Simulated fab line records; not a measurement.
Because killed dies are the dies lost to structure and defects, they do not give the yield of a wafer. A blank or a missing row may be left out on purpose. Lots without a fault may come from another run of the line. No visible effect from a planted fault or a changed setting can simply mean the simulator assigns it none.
fab line records	flow sky130	part 2 of 2: steps 43 to 43 of 43
record: lots: 6	wafers: 18	last_day: 50
route steps=708 shown POLY_CUT@317 SD_P@320 RES_XHIGH@332 SD_N@342 PAD_OPEN@708
lots untouched by any fault: they come from a run of this same line in which no faults occurred
start_h: hours from the record's opening day to when the first of the lot's shown wafers began	wait_h: hours from the lot's prior step to this one	" the same as in the row above	L1.1+2: one row covering several wafers at once	- no value, or no start given	* or withheld: withheld	< > ~ a bound
route shown NAME@n: names a module that has steps shown in the file, with the first one's number in the route	usual: mean/standard deviation of fault-free wafers	same: alike in all rows	chamber/n: place in a boat	sites: the reading at each site	_std_site: their standard deviation	_edge_site: the outer-site mean with the inner-site mean subtracted	radius_mm: for every site, how far away it sits from the centre of the wafer	mask NAME#n: copy n	behind: the last tool/chamber to shape the wafer	hold: the reason the lot was held/the length of the hold in hours/how it ended	device: the transistor (n, p or np) that didn't switch	end of line: the tests these same wafers got at the end of their route	where a step has no rows: the recipe by itself	killed: at the first sort, the dies lost to defects and structure; wafer yield is something else	map: a wafer's dies, x killed, . not, _ none there
set.NAME: setting as actually run; set.NAME@STEP: the setting as run at that earlier step	model.NAME: the simulator's own value behind a step, which no gauge read
lots at some steps of the route; a table a step, a row a wafer
services: a tool's chamber out of use, with start hour (start_h, from the record's first day; less than 0 if before it), hours out, and reason
== steps ==
step: SKY_PAD_OPEN_PROBE_99
usual: killed_at_M0_to_M3: 43/7.3	killed_at_M4_up: 3.6/1.9	killed_at_contacts: 23/5.3	killed_at_front_end: 15/4.5	killed_at_other: 0.3/0.72	killed_dies: 85/9.4	killed_open: 46/6.7	killed_short: 38/6.8
same: gross_dies: 492	killed_at_back_side: 0
lot.wafer	tool	chamber	start_h	wait_h	killed_at_M0_to_M3	killed_at_M4_up	killed_at_contacts	killed_at_front_end	killed_at_other	killed_dies	killed_open	killed_short	model.etest.res_high_po.line_ohm_um	model.etest.licon_high_po.rc_ohm	model.etest.res_pdiff.line_ohm_um	model.etest.licon_pdiff.rc_ohm	model.etest.res_high_po.rs_ohm_sq	model.etest.res_pdiff_hv.rs_ohm_sq	model.etest.res_pdiff.rs_ohm_sq
L641.1	prober-01	-	1099.06	0.1	46	5	16	9	0	76	38	38	739.9	350.4	1371	563.3	261.6	188.3	195.4
L641.2	prober-01	-	1099.11	0.1	49	5	23	13	2	92	47	43	745.6	353.7	1355	607.7	260.6	190	195.2
L641.6	prober-01	-	1099.31	0.2	31	2	19	10	0	62	37	25	743	347.9	1380	567.2	260.5	191.5	195.7
L647.1	prober-02	-	1134.22	0.1	29	6	13	10	0	58	33	25	752	355	1362	609.5	265.8	190.3	197.2
L647.4	prober-02	-	1134.37	0.2	43	7	23	10	0	83	46	37	767.2	366.4	1383	585	262.8	192.8	198.7
L647.5	prober-02	-	1134.42	0.2	30	1	31	10	1	73	46	27	716.7	338.9	1364	610	252.1	193.1	198.4
L653.1	prober-02	-	1170.81	0.1	49	2	17	15	0	83	50	33	868.3	466.5	1440	643.2	302.2	203.2	208.6
L653.3	prober-02	-	1170.91	0.2	37	0	20	16	0	73	33	40	852.9	457.2	1442	608	299.2	203.5	208.1
L653.4	prober-02	-	1170.96	0.2	36	2	24	17	0	79	41	38	835.1	447.9	1434	620.7	291.1	203.2	207.2
L655.1	prober-01	-	1173.32	0.1	45	5	12	16	0	78	52	26	721.1	344.2	1396	574	255.2	191.6	196.6
L655.2	prober-01	-	1173.37	0.1	39	6	16	19	0	80	41	37	722.8	346.2	1407	591.6	255.4	192.3	198.7
L655.6	prober-01	-	1173.57	0.2	50	2	15	13	0	80	40	40	736	340.2	1388	556.8	258.3	193.4	197.9
L656.1	prober-02	-	1180.41	0.1	38	3	30	10	0	81	46	35	854	445.9	1454	618.6	298.5	201.6	206.5
L656.2	prober-02	-	1180.46	0.1	55	7	22	14	0	98	54	44	833.5	452.9	1477	647.2	294.8	201.1	206.1
L656.6	prober-02	-	1180.66	0.2	41	3	26	14	0	84	45	39	875.8	453.2	1453	625	304.2	200.6	209.1
L660.1	prober-02	-	1198.08	0.1	33	1	18	20	0	72	38	34	734	337.8	1330	576.3	257.7	189.1	196.8
L660.3	prober-02	-	1198.18	0.2	51	3	17	13	0	84	43	41	732.2	339.6	1332	561.3	258.4	190.2	195.3
L660.6	prober-02	-	1198.33	0.2	42	3	32	12	1	90	42	48	721	330.2	1343	581.1	252.8	189.8	197.3
killed by level:class
L641.1 VIA2:geometric_particle:open=11 METAL2:geometric_particle:short=7 METAL1:geometric_particle:short=6 VIA3:geometric_particle:open=6 VIA3:geometric_particle:short=5 FIELD_ISO:geometric_particle:open=4 CONTACT:geometric_particle:open=4 CONTACT:geometric_particle:short=4
L641.2 VIA3:geometric_particle:open=9 METAL2:geometric_particle:short=8 LI_CONTACT:geometric_particle:open=7 VIA1:geometric_particle:open=7 FIELD_ISO:geometric_particle:open=5 LI_CONTACT:geometric_particle:short=5 CONTACT:geometric_particle:open=5 VIA2:geometric_particle:open=5
L641.6 CONTACT:geometric_particle:open=8 VIA3:geometric_particle:open=8 VIA1:geometric_particle:open=6 LI_CONTACT:geometric_particle:open=5 VIA2:geometric_particle:open=4 VIA3:geometric_particle:short=4 LOCAL_INTERCONNECT:geometric_particle:short=3 METAL2:geometric_particle:short=3
L647.1 METAL2:geometric_particle:short=8 VIA1:geometric_particle:open=7 LI_CONTACT:geometric_particle:open=6 VIA3:geometric_particle:open=6 POLY_GATE:geometric_particle:open=4 METAL4:geometric_particle:short=4 FIELD_ISO:geometric_particle:short=3 VIA3:geometric_particle:short=3
L647.4 VIA1:geometric_particle:open=14 CONTACT:geometric_particle:open=11 METAL2:geometric_particle:short=6 METAL4:geometric_particle:short=6 CONTACT:geometric_particle:short=5 VIA3:geometric_particle:open=4 POLY_GATE:geometric_particle:open=4 LI_CONTACT:geometric_particle:open=4
L647.5 LI_CONTACT:geometric_particle:open=11 CONTACT:geometric_particle:open=10 VIA1:geometric_particle:open=8 LI_CONTACT:geometric_particle:short=5 METAL2:geometric_particle:short=5 METAL1:geometric_particle:short=4 VIA2:geometric_particle:open=4 VIA3:geometric_particle:open=4
L653.1 VIA1:geometric_particle:open=14 VIA3:geometric_particle:open=8 VIA2:geometric_particle:open=7 LI_CONTACT:geometric_particle:open=6 FIELD_ISO:geometric_particle:open=5 METAL1:geometric_particle:short=5 VIA1:geometric_particle:short=5 METAL2:geometric_particle:short=4
L653.3 POLY_GATE:geometric_particle:short=8 VIA1:geometric_particle:open=6 VIA1:geometric_particle:short=5 VIA2:geometric_particle:open=5 CONTACT:geometric_particle:short=5 CONTACT:geometric_particle:open=5 METAL2:geometric_particle:short=5 LOCAL_INTERCONNECT:geometric_particle:short=4
L653.4 CONTACT:geometric_particle:open=11 VIA3:geometric_particle:open=8 POLY_GATE:geometric_particle:short=6 VIA1:geometric_particle:open=6 CONTACT:geometric_particle:short=5 LI_CONTACT:geometric_particle:open=4 METAL2:geometric_particle:short=4 VIA2:geometric_particle:short=4
L655.1 VIA2:geometric_particle:open=11 VIA1:geometric_particle:open=10 CONTACT:geometric_particle:open=8 VIA3:geometric_particle:open=7 POLY_GATE:geometric_particle:open=6 METAL4:geometric_particle:short=5 METAL2:geometric_particle:short=4 VIA1:geometric_particle:short=3
L655.2 VIA1:geometric_particle:open=8 VIA3:geometric_particle:open=7 CONTACT:geometric_particle:open=5 METAL2:geometric_particle:short=5 VIA1:geometric_particle:short=5 FIELD_ISO:geometric_particle:short=4 POLY_GATE:geometric_particle:open=4 POLY_GATE:geometric_particle:short=4
L655.6 POLY_GATE:geometric_particle:short=8 VIA1:geometric_particle:open=8 VIA3:geometric_particle:open=7 VIA2:geometric_particle:open=5 VIA1:geometric_particle:short=5 CONTACT:geometric_particle:short=5 METAL1:geometric_particle:short=5 VIA3:geometric_particle:short=5
L656.1 LI_CONTACT:geometric_particle:open=11 VIA1:geometric_particle:short=9 VIA1:geometric_particle:open=8 CONTACT:geometric_particle:open=7 VIA3:geometric_particle:open=6 CONTACT:geometric_particle:short=4 METAL1:geometric_particle:short=4 METAL2:geometric_particle:short=4
L656.2 METAL1:geometric_particle:short=9 CONTACT:geometric_particle:open=9 VIA1:geometric_particle:open=9 VIA2:geometric_particle:open=8 POLY_GATE:geometric_particle:open=6 LI_CONTACT:geometric_particle:open=5 VIA1:geometric_particle:short=5 METAL2:geometric_particle:short=4
L656.6 CONTACT:geometric_particle:open=12 VIA2:geometric_particle:open=8 METAL1:geometric_particle:short=6 VIA1:geometric_particle:open=6 CONTACT:geometric_particle:short=5 VIA1:geometric_particle:short=5 POLY_GATE:geometric_particle:open=4 LI_CONTACT:geometric_particle:open=4
L660.1 VIA1:geometric_particle:open=9 FIELD_ISO:geometric_particle:open=7 METAL2:geometric_particle:short=5 VIA3:geometric_particle:open=5 POLY_GATE:geometric_particle:open=4 LI_CONTACT:geometric_particle:short=4 CONTACT:geometric_particle:short=4 VIA2:geometric_particle:open=4
L660.3 METAL1:geometric_particle:short=11 VIA1:geometric_particle:open=8 METAL2:geometric_particle:short=7 CONTACT:geometric_particle:open=7 VIA3:geometric_particle:open=7 SPACER:geometric_particle:open=4 VIA1:geometric_particle:short=4 VIA2:geometric_particle:open=4
L660.6 CONTACT:geometric_particle:open=13 VIA1:geometric_particle:open=8 METAL1:geometric_particle:short=7 LOCAL_INTERCONNECT:geometric_particle:short=6 METAL2:geometric_particle:short=6 CONTACT:geometric_particle:short=5 LI_CONTACT:geometric_particle:open=5 FIELD_ISO:geometric_particle:open=4
== services ==
tool	chamber	start_h	hours	kind
rie_diel-04	-	576.17	1.1	repair
rie_diel-04	1	579.60	4.7	repair
implanter-01	-	581.63	4.5	repair
rie_diel-04	-	599.61	3.9	repair
rie_diel-03	1	606.06	2.7	repair
plasma_asher-01	-	635.72	3.7	repair
rie_diel-03	2	650.18	1.9	repair
rie_diel-03	3	658.04	6.2	repair
rie_diel-02	1	662.83	3.7	repair
plasma_asher-03	-	670.78	7.8	repair
rie_diel-02	2	672.20	18.6	repair
implanter-01	-	686.35	1.7	repair
implanter-01	-	695.67	2.6	pm
rie_diel-02	0	701.13	4.1	repair
rie_diel-02	-	725.90	0.4	repair
plasma_asher-02	-	733.75	9.0	pm
rie_diel-03	3	738.73	1.4	repair
rie_diel-03	0	741.85	9.8	repair
implanter-01	-	748.23	2.2	repair
plasma_asher-01	-	764.51	10.8	repair
implanter-01	-	770.86	3.0	repair
rie_diel-02	0	777.83	18.0	repair
implanter-01	-	800.99	52.8	pm
plasma_asher-01	-	810.79	1.6	repair
== key ==
first_sign: step: SKY_SD_P_STRIP_10	reading: strip_time_to_endpoint_s	direction: down	sigmas: 9.6	usual: *	struck: *
effect: step: SKY_SD_P_TW_MEAS_11	reading: SD_P_TW	direction: down	sigmas: 3.7	usual: 2811	struck: 2738
effect: step: SKY_SD_N_RS_MEAS_17	reading: SD_P_RS	direction: up	sigmas: 8.1	usual: 147.1	struck: 150.1
model_effect: step: SKY_PAD_OPEN_PROBE_99	value: etest.res_high_po.line_ohm_um	without: 750.5	struck: 853.3
met_at SKY_SD_P_IMPLANT_09
struck_wafers L653.1,L653.3,L653.4,L656.1,L656.2,L656.6
tester_left_out L653,L656
onset_between 673.60 726.55
fault: kind: process_parameter_drift	tool: implanter-01	chamber: -	onset_h: 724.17	steps: SKY_SD_P_IMPLANT_09	channel: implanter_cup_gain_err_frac	offset: 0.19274	shape: step	end_h: 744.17
tester_left_out: of these lots the tester's yield and bins aren't shown, on N5 and GAA mostly nor the transistor test; their killed dies are dies lost to structure and defects alone, not to doping, threshold or leakage, so they don't give the yield
